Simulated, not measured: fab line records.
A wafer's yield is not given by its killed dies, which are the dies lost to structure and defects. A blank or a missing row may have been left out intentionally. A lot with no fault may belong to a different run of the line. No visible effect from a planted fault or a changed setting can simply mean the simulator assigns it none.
A lot that was struck, set against a sound lot | flow sky130 | 19 out of 708 route steps
Sound: these wafers, L357.1, L357.2, L357.4. Wafers struck: L363.3, L363.4, L363.5. The cause is given at the end.
For every step that has rows: the tool of each side, followed by ch and its chambers, followed by its first start. Under that, the readings that differ: sound wafers | struck wafers | difference of the means | sigmas: that difference in standard deviations of wafers without a fault.
alike: readings with means less than 2 such deviations apart, plus words and numbers identical on both sides. not compared: withheld readings, readings lacking a value on some wafer, bounds such as >300 that could conceal the same value, and numbers that have no deviation in the record and whose values overlap.
A row with sigmas, a row that says differs or no value, or rows on one side alone: a step with any of these is where the two part. Numbers that don't overlap but have no deviation are shown without sigmas and don't part them. A reading missing from all wafers of one side parts the sides only when that side holds two or more wafers.

first, 4 steps without rows for these wafers: SKY_VT_ADJUST_LVTN_SOFTBAKE_14 (time 60 s); SKY_VT_ADJUST_LVTN_EXPOSE_15 (exposes mask HVN STD DERIVED, target cd 600 nm); SKY_VT_ADJUST_LVTN_PEB_16; SKY_VT_ADJUST_LVTN_DEVELOP_17 (develop time 60 s).
SKY_VT_ADJUST_LVTN_OVL_MEAS_18:
  sound: overlay-02 at day 10 00:45; struck: overlay-02 at day 11 17:26
  alike: VT_ADJUST_LVTN_01_OVL
following that, these wafers have no rows for 1 step: SKY_VT_ADJUST_LVTN_IMPLANT_19.
SKY_VT_ADJUST_LVTN_STRIP_20: strips in O2/N2.
  sound on plasma asher-03 ch 0,1, day 10 00:56; struck on plasma asher-02 ch 0,1, day 11 17:39
  alike: drypump motor current A, o2 flow sccm, oes product au, strip time to endpoint s
  not compared: rf hours counter h
SKY_VT_ADJUST_LVTN_TW_MEAS_21:
  sound: film metro-02 at day 10 01:02; struck: film metro-02 at day 11 17:44
  alike: VT_ADJUST_LVTN_2_TW
then, 4 steps without rows for these wafers: SKY_VT_ADJUST_NCORE_DEHYDRATE_00 (time 60 s); SKY_VT_ADJUST_NCORE_HMDS_01 (prime time 60 s); SKY_VT_ADJUST_NCORE_COAT_02 (resist thk 1140 nm); SKY_VT_ADJUST_NCORE_SOFTBAKE_03 (time 60 s).
SKY_VT_ADJUST_NCORE_EXPOSE_04: exposes mask LVTN COMPLEMENT THIN, target cd 380 nm.
  sound on iline stepper-01 ch 0, day 10 12:23; struck on iline stepper-01 ch 0, day 12 05:59
  reading                                 | sound                | struck            | difference | sigmas
  model.VT_ADJUST_NCORE.overlay x nm (nm) | 0.7166 0.7166 0.7166 | 154.5 154.5 154.5 | +153.8     |
  alike: mask
then, 2 steps without rows for these wafers: SKY_VT_ADJUST_NCORE_PEB_05; SKY_VT_ADJUST_NCORE_DEVELOP_06 (develop time 60 s).
SKY_VT_ADJUST_NCORE_CD_MEAS_07 targets a cd of 380 nm.
  sound: cd sem-01 at day 10 23:33; struck: cd sem-02 at day 12 17:54
  alike: cd nm
SKY_VT_ADJUST_NCORE_OVL_MEAS_08:
  sound: overlay-01 at day 10 23:40; struck: overlay-02 at day 12 18:00
  reading                  | sound         | struck            | difference | sigmas
  VT_ADJUST_NCORE_OVL (nm) | -0.3 -1.5 1.4 | 156.1 156.0 155.0 | +155.8     | +99 or more
following that, these wafers have no rows for 1 step: SKY_VT_ADJUST_NCORE_IMPLANT_09.
-- a jump in the record: the struck wafers' starts before and after are 37 days apart (it breaks off in module VT_ADJUST_NCORE and resumes in module PAD_OPEN, where the first step shown is number 708 of the route) --
SKY_PAD_OPEN_PROBE_99:
  sound: prober-01 at day 47 23:17; struck: prober-01 at day 49 11:51
  reading                                 | sound                | struck               | difference | sigmas
  model.etest.sram nfet pass.vt sat v (V) | 0.5568 0.6086 0.5736 | 0.5536 0.5249 0.5419 | -0.0395    |
  alike: killed_at_M0_to_M3, killed_at_M4_up, killed at contacts, killed at front end, killed at other, killed dies, killed on rim, killed open, killed short
  not compared: model.etest.sram nfet pass.drive ua um, model.etest.sram nfet pass.off log10 a um, model.etest.sram nfet pass.vt v

WHERE THEY PART
Only at SKY_VT_ADJUST_NCORE_OVL_MEAS_08, as far as this record shows. Later steps at which nothing parts them and some readings are alike: SKY_PAD_OPEN_PROBE_99.

WHY: whatever the simulator had introduced
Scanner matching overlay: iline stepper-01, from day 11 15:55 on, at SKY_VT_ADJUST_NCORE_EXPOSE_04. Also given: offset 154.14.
